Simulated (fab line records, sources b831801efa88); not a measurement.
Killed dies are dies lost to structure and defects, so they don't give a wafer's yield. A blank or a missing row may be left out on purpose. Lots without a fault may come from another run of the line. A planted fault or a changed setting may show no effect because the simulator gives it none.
fab line records | flow sky130 | part 1 of 2: steps 1 to 27 of 36
record lots=5 wafers=15 last_day=50
route steps=708 shown METAL5@661 PASSIVATION@681 PAD_OPEN@694
lots that met no fault: from a run of the same line without faults
start_h: hours from the record's first day to the start of the lot's first wafer shown | wait_h: hours since the lot's step before | " the same as in the row above | L1.1+2: a row that stands for several wafers | - no value, or no start given | * or withheld: withheld | < > ~ a bound
route shown NAME@n: a module of which the file shows steps, and the number in the route of the first | usual: mean/standard deviation of fault-free wafers | same: alike in all rows | chamber/n: place in a boat | sites: the reading at each site | _std_site: their standard deviation | _edge_site: outer sites' mean less inner sites' | radius_mm: how far each site lies from the wafer's centre | mask NAME#n: copy n | behind: the tool/chamber that last shaped the wafer | hold: why the lot was held/for how many hours/how that ended | device: the transistor (n, p or np) that didn't switch | end of line: the same wafers' tests at the end of the route | a step without rows: its recipe alone | killed: dies lost to structure and defects at the first sort, not the wafer's yield | map: a wafer's dies, x killed, . not, _ none there
set.NAME: the setting as run; set.NAME@STEP: as run at that earlier step | model.NAME: the simulator's own value behind a step, which no gauge read
lots at some steps of the route; a table a step, a row a wafer
services: from which hour (start_h, from the record's first day; less than 0 if before it) a tool's chamber was out of use, for how many hours, and why
## steps
# step SKY_METAL5_SPUTTER_00
# recipe material=Ti target_thk_nm=15 power_w=3000 time_s=10 chamber_pressure_pa=0.4
# usual throttle_valve_pct=30.0/0.93
# columns lot.wafer tool chamber start_h wait_h throttle_valve_pct
L083.1 pvd_sputter-04 - 1064.40 0.1 29.1
L083.3 " - " " 29.9
L083.4 " - " " 28.9
L088.1 pvd_sputter-01 - 1114.25 0.2 29.8
L088.2 " - " " 28.7
L088.6 " - " " 29.8
L090.1 pvd_sputter-01 - 1114.85 0.1 31.3
L090.5 " - " " 31.5
L090.6 " - " " 29.1
L096.1 pvd_sputter-04 - 1137.32 0.1 29.1
L096.2 " - " " 30.0
L096.3 " - " " 29.6
L097.2 pvd_sputter-01 - 1138.75 0.1 31.3
L097.5 " - " " 30.1
L097.6 " - " " 29.1
# step SKY_METAL5_SPUTTER_01
# recipe material=TiN target_thk_nm=20 power_w=6500 time_s=16.7 chamber_pressure_pa=0.4066
# usual throttle_valve_pct=30.0/0.95
# columns lot.wafer tool chamber start_h wait_h throttle_valve_pct
L083.1 pvd_sputter-04 - 1064.42 0.0 29.3
L083.3 " - " " 29.8
L083.4 " - " " 29.2
L088.1 pvd_sputter-01 - 1114.27 0.0 30.0
L088.2 " - " " 28.6
L088.6 " - " " 30.0
L090.1 pvd_sputter-01 - 1114.87 0.0 31.4
L090.5 " - " " 31.3
L090.6 " - " " 29.1
L096.1 pvd_sputter-04 - 1137.34 0.0 29.1
L096.2 " - " " 29.9
L096.3 " - " " 29.2
L097.2 pvd_sputter-01 - 1138.77 0.0 31.5
L097.5 " - " " 30.0
L097.6 " - " " 29.2
# step SKY_METAL5_SPUTTER_02
# recipe material=AlCu target_thk_nm=1150 power_w=10600 time_s=61.2 chamber_pressure_pa=0.4
# usual throttle_valve_pct=30.0/0.93
# columns lot.wafer tool chamber start_h wait_h throttle_valve_pct
L083.1 pvd_sputter-04 - 1064.44 0.0 29.1
L083.3 " - " " 29.8
L083.4 " - " " 29.2
L088.1 pvd_sputter-01 - 1114.30 0.0 30.1
L088.2 " - " " 28.9
L088.6 " - " " 29.9
L090.1 pvd_sputter-01 - 1114.90 0.0 31.3
L090.5 " - " " 31.4
L090.6 " - " " 29.3
L096.1 pvd_sputter-04 - 1137.37 0.0 29.2
L096.2 " - " " 29.8
L096.3 " - " " 29.6
L097.2 pvd_sputter-01 - 1138.80 0.0 31.3
L097.5 " - " " 29.7
L097.6 " - " " 29.4
# step SKY_METAL5_SPUTTER_03
# recipe material=Ti target_thk_nm=5 power_w=3000 time_s=3.3 chamber_pressure_pa=0.4
# usual throttle_valve_pct=30.0/0.93
# columns lot.wafer tool chamber start_h wait_h throttle_valve_pct
L083.1 pvd_sputter-04 - 1064.49 0.0 29.1
L083.3 " - " " 29.9
L083.4 " - " " 28.8
L088.1 pvd_sputter-01 - 1114.35 0.0 29.7
L088.2 " - " " 29.0
L088.6 " - " " 29.8
L090.1 pvd_sputter-01 - 1114.95 0.0 31.4
L090.5 " - " " 31.3
L090.6 " - " " 29.2
L096.1 pvd_sputter-04 - 1137.42 0.0 29.2
L096.2 " - " " 30.0
L096.3 " - " " 29.2
L097.2 pvd_sputter-01 - 1138.85 0.0 31.3
L097.5 " - " " 29.9
L097.6 " - " " 28.9
# step SKY_METAL5_SPUTTER_04
# recipe material=TiN target_thk_nm=70 power_w=6500 time_s=58.3 chamber_pressure_pa=0.4
# usual throttle_valve_pct=30.0/0.95
# columns lot.wafer tool chamber start_h wait_h throttle_valve_pct
L083.1 pvd_sputter-04 - 1064.51 0.0 29.0
L083.3 " - " " 29.7
L083.4 " - " " 29.0
L088.1 pvd_sputter-01 - 1114.37 0.0 29.9
L088.2 " - " " 28.7
L088.6 " - " " 30.0
L090.1 pvd_sputter-01 - 1114.97 0.0 31.3
L090.5 " - " " 31.3
L090.6 " - " " 29.2
L096.1 pvd_sputter-04 - 1137.44 0.0 29.1
L096.2 " - " " 30.0
L096.3 " - " " 29.2
L097.2 pvd_sputter-01 - 1138.87 0.0 31.2
L097.5 " - " " 29.8
L097.6 " - " " 29.2
# step SKY_METAL5_RS_MEAS_05
# recipe thk_meas_gauge=four-point-probe reads=TiN_of_METAL5_SPUTTER_04+Ti_of_METAL5_SPUTTER_03+AlCu_of_METAL5_SPUTTER_02+TiN_of_METAL5_SPUTTER_01+Ti_of_METAL5_SPUTTER_00
# usual METAL5_ALCU_RS=0.02692/0.00028
# columns lot.wafer tool chamber start_h wait_h METAL5_ALCU_RS[ohm/sq]
L083.1 film_metro-03 - 1064.56 0.0 0.02698
L083.3 " - " " 0.02705
L083.4 " - " " 0.02687
L088.1 film_metro-04 - 1114.42 0.0 0.02714
L088.2 " - " " 0.02702
L088.6 " - " " 0.02707
L090.1 film_metro-04 - 1115.02 0.0 0.02703
L090.5 " - " " 0.02686
L090.6 " - " " 0.02683
L096.1 film_metro-01 - 1137.53 0.1 0.02657
L096.2 " - " " 0.02664
L096.3 " - " " 0.02665
L097.2 film_metro-03 - 1138.94 0.0 0.02682
L097.5 " - " " 0.02664
L097.6 " - " " 0.02699
# step SKY_METAL5_THK_MEAS_06
# recipe thk_meas_gauge=xrf reads=AlCu_of_METAL5_SPUTTER_02
# usual METAL5_ALCU_THK=1141/12
# columns lot.wafer tool chamber start_h wait_h METAL5_ALCU_THK[nm]
L083.1 film_metro-03 - 1064.68 0.1 1137
L083.3 " - " " 1130
L083.4 " - " " 1135
L088.1 film_metro-04 - 1114.54 0.1 1141
L088.2 " - " " 1136
L088.6 " - " " 1139
L090.1 film_metro-04 - 1115.14 0.1 1141
L090.5 " - " " 1143
L090.6 " - " " 1148
L096.1 film_metro-01 - 1137.65 0.1 1152
L096.2 " - " " 1151
L096.3 " - " " 1153
L097.2 film_metro-03 - 1139.05 0.1 1140
L097.5 " - " " 1151
L097.6 " - " " 1128
# step SKY_METAL5_DEHYDRATE_07
# recipe temp_c=200 time_s=60
# usual plate_temp_C=200.01/0.18
# columns lot.wafer tool chamber start_h wait_h plate_temp_C
L083.1 litho_track-04 0 1073.71 9.0 200.00
L083.3 " 0 " " 199.85
L083.4 " 0 " " 199.67
L088.1 litho_track-03 0 1123.20 8.7 200.17
L088.2 " 0 " " 200.09
L088.6 " 0 " " 200.25
L090.1 litho_track-02 0 1124.37 9.2 199.80
L090.5 " 0 " " 199.70
L090.6 " 0 " " 200.02
L096.1 litho_track-03 0 1146.90 9.2 200.05
L096.2 " 0 " " 199.79
L096.3 " 0 " " 199.91
L097.2 litho_track-04 0 1148.69 9.6 200.10
L097.5 " 0 " " 200.13
L097.6 " 0 " " 200.14
# step SKY_METAL5_HMDS_08
# recipe prime_time_s=60 prime_temp_c=120
# columns lot.wafer tool chamber start_h wait_h
L083.1+3+4 litho_track-04 0 1073.86 0.1
L088.1+2+6 litho_track-03 0 1123.35 0.1
L090.1+5+6 litho_track-02 0 1124.52 0.1
L096.1+2+3 litho_track-03 0 1147.05 0.1
L097.2+5+6 litho_track-04 0 1148.84 0.1
# step SKY_METAL5_COAT_09
# recipe resist=NOVOLAK spin_rpm=3000 resist_thk_nm=1800
# usual dispense_pressure_kPa=51.7/1.1
# columns lot.wafer tool chamber start_h wait_h dispense_pressure_kPa
L083.1 litho_track-04 0 1074.01 0.1 51.0
L083.3 " 0 " " 51.0
L083.4 " 0 " " 51.1
L088.1 litho_track-03 0 1123.50 0.1 53.4
L088.2 " 0 " " 53.4
L088.6 " 0 " " 53.4
L090.1 litho_track-02 0 1124.67 0.1 50.9
L090.5 " 0 " " 50.9
L090.6 " 0 " " 50.9
L096.1 litho_track-03 0 1147.20 0.1 53.4
L096.2 " 0 " " 53.4
L096.3 " 0 " " 53.4
L097.2 litho_track-04 0 1148.99 0.1 51.1
L097.5 " 0 " " 51.1
L097.6 " 0 " " 51.1
# step SKY_METAL5_SOFTBAKE_10
# recipe temp_c=90 time_s=60 resist=NOVOLAK
# usual plate_temp_C=90.02/0.12
# columns lot.wafer tool chamber start_h wait_h plate_temp_C
L083.1 litho_track-04 0 1074.16 0.1 89.94
L083.3 " 0 " " 89.91
L083.4 " 0 " " 90.04
L088.1 litho_track-03 0 1123.65 0.1 90.17
L088.2 " 0 " " 89.94
L088.6 " 0 " " 90.02
L090.1 litho_track-02 0 1124.82 0.1 90.01
L090.5 " 0 " " 90.15
L090.6 " 0 " " 89.97
L096.1 litho_track-03 0 1147.35 0.1 89.96
L096.2 " 0 " " 90.05
L096.3 " 0 " " 90.13
L097.2 litho_track-04 0 1149.14 0.1 90.00
L097.5 " 0 " " 90.14
L097.6 " 0 " " 90.13
# step SKY_METAL5_EXPOSE_11
# recipe mask_id=MM5 na=0.6 source_shape=conventional sigma_outer=0.6 polarization=unpolarized target_cd_nm=1600 dose_mj=190
# usual exposure_dose_mJ_cm2=189.94/0.17 reticle_temp_C=22.99/0.11
# columns lot.wafer tool chamber start_h wait_h mask exposure_dose_mJ_cm2 reticle_temp_C
L083.1 iline_stepper-02 0 - - MM5#0 190.21 22.88
L083.3 " 0 " " MM5#0 190.23 22.84
L083.4 " 0 " " MM5#0 190.24 22.91
L088.1 iline_stepper-02 0 - - MM5#0 190.06 22.99
L088.2 " 0 " " MM5#0 189.88 22.87
L088.6 " 0 " " MM5#0 189.94 22.97
L090.1 iline_stepper-01 0 - - MM5#0 189.74 22.96
L090.5 " 0 " " MM5#0 189.94 22.81
L090.6 " 0 " " MM5#0 189.71 22.82
L096.1 iline_stepper-01 0 - - MM5#0 190.20 22.88
L096.2 " 0 " " MM5#0 190.30 22.80
L096.3 " 0 " " MM5#0 190.00 23.06
L097.2 iline_stepper-02 0 - - MM5#0 190.08 23.03
L097.5 " 0 " " MM5#0 189.95 23.17
L097.6 " 0 " " MM5#0 189.80 22.98
# step SKY_METAL5_PEB_12
# recipe temp_c=withheld time_s=* resist=NOVOLAK
# columns lot.wafer tool chamber start_h wait_h
L083.1+3+4 litho_track-02 0 - -
L088.1+2+6 litho_track-03 0 - -
L090.1+5+6 litho_track-04 0 - -
L096.1+2+3 litho_track-03 0 - -
L097.2+5+6 litho_track-03 0 - -
# step SKY_METAL5_DEVELOP_13
# recipe resist=NOVOLAK developer=TMAH develop_time_s=60 dev_temp_c=23
# columns lot.wafer tool chamber start_h wait_h
L083.1+3+4 litho_track-02 0 1085.12 0.1
L088.1+2+6 litho_track-03 0 1133.00 0.1
L090.1+5+6 litho_track-04 0 1134.46 0.1
L096.1+2+3 litho_track-03 0 1156.35 0.1
L097.2+5+6 litho_track-03 0 1157.38 0.1
# step SKY_METAL5_DESCUM_14
# recipe chemistry=O2 source_power_w=150 bias_power_w=0 pressure_mtorr=10 temp_c=40 time_s=11
# usual drypump_motor_current_A=5.8/0.42 oes_product_au=0.999/0.0076
# columns lot.wafer tool chamber start_h wait_h drypump_motor_current_A oes_product_au rf_hours_counter_h
L083.1 rie_metal-03 0 1085.27 0.1 6.1 0.996 17
L083.3 " 0 " " 6.2 1.004 -
L083.4 " 1 " " 5.5 0.999 -
L088.1 rie_metal-02 1 1133.15 0.1 6.1 0.998 24
L088.2 " 0 " " 5.8 0.991 15
L088.6 " 1 " " 6.1 0.998 -
L090.1 rie_metal-02 0 1134.61 0.1 5.8 0.990 15
L090.5 " 1 " " 6.1 0.989 -
L090.6 " 0 " " 5.8 0.984 -
L096.1 rie_metal-01 0 1156.50 0.1 5.1 1.006 19
L096.2 " 1 " " 6.2 1.010 23
L096.3 " 1 " " 6.2 1.002 -
L097.2 rie_metal-01 0 1157.50 0.1 5.1 0.988 19
L097.5 " 1 " " 6.2 1.000 -
L097.6 " 0 " " 5.1 0.995 -
# step SKY_METAL5_METAL_ETCH_15
# recipe target_depth_a=12600 stop_on=SiO2 over_etch_frac=0.2 time_s=252 chemistry=Cl2/BCl3 resist_sidewall_deg=86 pressure_mtorr=10 icp_w=900 bias_w=48.5 Cl2_flow_sccm=60 bcl3_flow_sccm=30
# usual drypump_motor_current_A=5.8/0.42 oes_product_au=0.894/0.005 throttle_valve_pct=22.263/0.0088
# columns lot.wafer tool chamber start_h wait_h drypump_motor_current_A oes_product_au rf_hours_counter_h throttle_valve_pct
L083.1 rie_metal-03 0 1085.30 0.0 6.2 0.901 17 22.261
L083.3 " 0 " " 6.2 0.900 - 22.267
L083.4 " 1 " " 5.5 0.893 - 22.266
L088.1 rie_metal-02 1 1133.19 0.0 6.1 0.904 24 22.265
L088.2 " 0 " " 5.8 0.897 15 22.262
L088.6 " 1 " " 6.1 0.893 - 22.274
L090.1 rie_metal-02 0 1134.65 0.0 5.8 0.894 15 22.258
L090.5 " 1 " " 6.1 0.887 - 22.257
L090.6 " 0 " " 5.8 0.904 - 22.254
L096.1 rie_metal-01 0 1156.54 0.0 5.1 0.893 19 22.257
L096.2 " 1 " " 6.2 0.889 23 22.246
L096.3 " 1 " " 6.2 0.895 - 22.263
L097.2 rie_metal-01 0 1157.54 0.0 5.1 0.890 20 22.255
L097.5 " 1 " " 6.2 0.895 - 22.261
L097.6 " 0 " " 5.1 0.899 - 22.256
# step SKY_METAL5_STRIP_16
# recipe chemistry=O2/N2 power_w=1400 pressure_mtorr=1500 platen_temp_c=withheld o2_flow_sccm=3000 n2_flow_sccm=300 overash_fraction=0.5
# usual drypump_motor_current_A=5.45/0.27 oes_product_au=0.710/0.0045 strip_time_to_endpoint_s=13.06/0.11
# same overash_fraction=0.5
# columns lot.wafer tool chamber start_h wait_h drypump_motor_current_A oes_product_au rf_hours_counter_h strip_time_to_endpoint_s
L083.1 plasma_asher-01 0 1085.54 0.2 5.10 0.718 2 13.13
L083.3 " 0 " " 5.11 0.711 - 13.21
L083.4 " 1 " " 5.14 0.714 - 13.06
L088.1 plasma_asher-01 1 1133.42 0.2 5.11 0.704 7 13.04
L088.2 " 0 " " 5.08 0.708 7 13.05
L088.6 " 1 " " 5.14 0.707 - 13.01
L090.1 plasma_asher-04 1 1134.88 0.2 5.55 0.709 39 13.18
L090.5 " 1 " " 5.58 0.720 - 13.19
L090.6 " 0 " " 5.73 0.711 - 13.21
L096.1 plasma_asher-04 1 1156.77 0.2 5.59 0.711 41 13.02
L096.2 " 0 " " 5.70 0.708 41 13.20
L096.3 " 1 " " 5.56 0.706 - 13.13
L097.2 plasma_asher-04 0 1157.77 0.2 5.73 0.704 41 12.94
L097.5 " 1 " " 5.55 0.713 - 12.94
L097.6 " 0 " " 5.72 0.708 - 12.94
# step SKY_METAL5_STRIP_17
# recipe chemistry=post_etch_residue_remover time_s=1200 temp_c=72.5
# columns lot.wafer tool chamber start_h wait_h
L083.1+3+4 wet_bench-04 3 1085.67 0.1
L088.1+2+6 wet_bench-02 2 1133.52 0.1
L090.1+5+6 wet_bench-03 1 1134.98 0.1
L096.1+2+3 wet_bench-03 2 1156.87 0.1
L097.2+5+6 wet_bench-03 2 1157.87 0.1
# step SKY_METAL5_CLEAN_18
# recipe chemistry=IPA time_s=180 temp_c=25
# columns lot.wafer tool chamber start_h wait_h
L083.1+3+4 wet_bench-04 0 1086.02 0.0
L088.1+2+6 wet_bench-04 3 1133.90 0.0
L090.1+5+6 wet_bench-03 3 1135.36 0.0
L096.1+2+3 wet_bench-02 3 1157.21 0.0
L097.2+5+6 wet_bench-04 2 1158.21 0.0
# step SKY_METAL5_CLEAN_19
# recipe chemistry=O3/DIW dry=n2_spin
# columns lot.wafer tool chamber start_h wait_h
L083.1+3+4 wet_bench-04 3 1086.07 0.0
L088.1+2+6 wet_bench-03 0 1133.96 0.0
L090.1+5+6 wet_bench-03 1 1135.42 0.0
L096.1+2+3 wet_bench-03 2 1157.27 0.0
L097.2+5+6 wet_bench-03 2 1158.28 0.0
# step SKY_PASSIVATION_CVD_00
# recipe material=SiO2 target_thk_nm=90 temp_c=400 time_s=withheld rf_w=600
# usual heater_power_w=614/85
# columns lot.wafer tool chamber start_h wait_h heater_power_w
L083.1 pecvd-01 1 1086.17 0.0 523
L083.3 " 0 " " 594
L083.4 " 2 " " 545
L088.1 pecvd-03 2 1134.06 0.0 721
L088.2 " 0 " " 776
L088.6 " 1 " " 628
L090.1 pecvd-04 1 1135.52 0.0 564
L090.5 " 0 " " 609
L090.6 " 1 " " 578
L096.1 pecvd-03 0 1157.36 0.0 767
L096.2 " 1 " " 606
L096.3 " 2 " " 686
L097.2 pecvd-03 2 1158.37 0.0 708
L097.5 " 1 " " 684
L097.6 " 0 " " 742
# step SKY_PASSIVATION_THK_MEAS_01
# recipe reads=SiO2_of_PASSIVATION_CVD_00
# usual PASSIVATION_CVD_00_THK=89.6/1.1
# columns lot.wafer tool chamber start_h wait_h PASSIVATION_CVD_00_THK[nm]
L083.1 film_metro-02 - 1086.19 - 89.2
L083.3 " - " " 87.6
L083.4 " - " " 90.1
L088.1 film_metro-01 - 1134.08 - 88.9
L088.2 " - " " 89.2
L088.6 " - " " 91.0
L090.1 film_metro-02 - 1135.54 - 89.6
L090.5 " - " " 90.6
L090.6 " - " " 92.0
L096.1 film_metro-03 - 1157.39 - 90.0
L096.2 " - " " 89.2
L096.3 " - " " 88.9
L097.2 film_metro-02 - 1158.40 - 90.2
L097.5 " - " " 90.5
L097.6 " - " " 91.4
# step SKY_PASSIVATION_CVD_02
# recipe material=Si3N4 target_thk_nm=540 temp_c=400 time_s=withheld rf_w=450
# usual heater_power_w=666/86
# columns lot.wafer tool chamber start_h wait_h heater_power_w
L083.1 pecvd-03 0 1086.25 0.1 743
L083.3 " 1 " " 643
L083.4 " 0 " " 779
L088.1 pecvd-01 2 1134.14 0.1 568
L088.2 " 0 " " 671
L088.6 " 2 " " 605
L090.1 pecvd-03 0 1135.60 0.1 810
L090.5 " 1 " " 670
L090.6 " 0 " " 665
L096.1 pecvd-01 0 1157.45 0.1 582
L096.2 " 1 " " 658
L096.3 " 2 " " 544
L097.2 pecvd-01 2 1158.45 0.0 539
L097.5 " 2 " " 578
L097.6 " 0 " " 533
# step SKY_PASSIVATION_THK_MEAS_03
# recipe reads=Si3N4_of_PASSIVATION_CVD_02
# usual PASSIVATION_CVD_02_THK=541/6.5
# columns lot.wafer tool chamber start_h wait_h PASSIVATION_CVD_02_THK[nm]
L083.1 film_metro-01 - 1086.47 - 534
L083.3 " - " " 543
L083.4 " - " " 549
L088.1 film_metro-02 - 1134.37 - 537
L088.2 " - " " 544
L088.6 " - " " 543
L090.1 film_metro-01 - 1135.83 - 539
L090.5 " - " " 548
L090.6 " - " " 549
L096.1 film_metro-02 - 1157.67 - 534
L096.2 " - " " 534
L096.3 " - " " 532
L097.2 film_metro-02 - 1158.69 - 531
L097.5 " - " " 539
L097.6 " - " " 535
# step SKY_PASSIVATION_DEHYDRATE_04
# recipe temp_c=200 time_s=60
# usual plate_temp_C=199.99/0.15
# columns lot.wafer tool chamber start_h wait_h plate_temp_C
L083.1 litho_track-01 0 1095.64 9.2 200.10
L083.3 " 0 " " 199.97
L083.4 " 0 " " 200.28
L088.1 litho_track-03 0 1142.05 7.7 200.12
L088.2 " 0 " " 200.09
L088.6 " 0 " " 200.05
L090.1 litho_track-03 0 1144.30 8.5 200.02
L090.5 " 0 " " 200.07
L090.6 " 0 " " 199.89
L096.1 litho_track-02 0 1166.22 8.5 200.31
L096.2 " 0 " " 200.02
L096.3 " 0 " " 200.27
L097.2 litho_track-02 0 1167.24 8.5 200.10
L097.5 " 0 " " 200.20
L097.6 " 0 " " 200.06
# step SKY_PASSIVATION_HMDS_05
# recipe prime_time_s=60 prime_temp_c=120
# columns lot.wafer tool chamber start_h wait_h
L083.1+3+4 litho_track-01 0 1095.79 0.1
L088.1+2+6 litho_track-03 0 1142.20 0.1
L090.1+5+6 litho_track-03 0 1144.45 0.1
L096.1+2+3 litho_track-02 0 1166.37 0.1
L097.2+5+6 litho_track-02 0 1167.39 0.1
# step SKY_PASSIVATION_COAT_06
# recipe spin_rpm=2000 resist_thk_nm=3000
# usual dispense_pressure_kPa=50/3.3
# columns lot.wafer tool chamber start_h wait_h dispense_pressure_kPa
L083.1 litho_track-01 0 1095.94 0.1 46
L083.3 " 0 " " 46
L083.4 " 0 " " 46
L088.1 litho_track-03 0 1142.35 0.1 53
L088.2 " 0 " " 53
L088.6 " 0 " " 53
L090.1 litho_track-03 0 1144.60 0.1 53
L090.5 " 0 " " 53
L090.6 " 0 " " 53
L096.1 litho_track-02 0 1166.52 0.1 51
L096.2 " 0 " " 51
L096.3 " 0 " " 51
L097.2 litho_track-02 0 1167.54 0.1 51
L097.5 " 0 " " 51
L097.6 " 0 " " 51
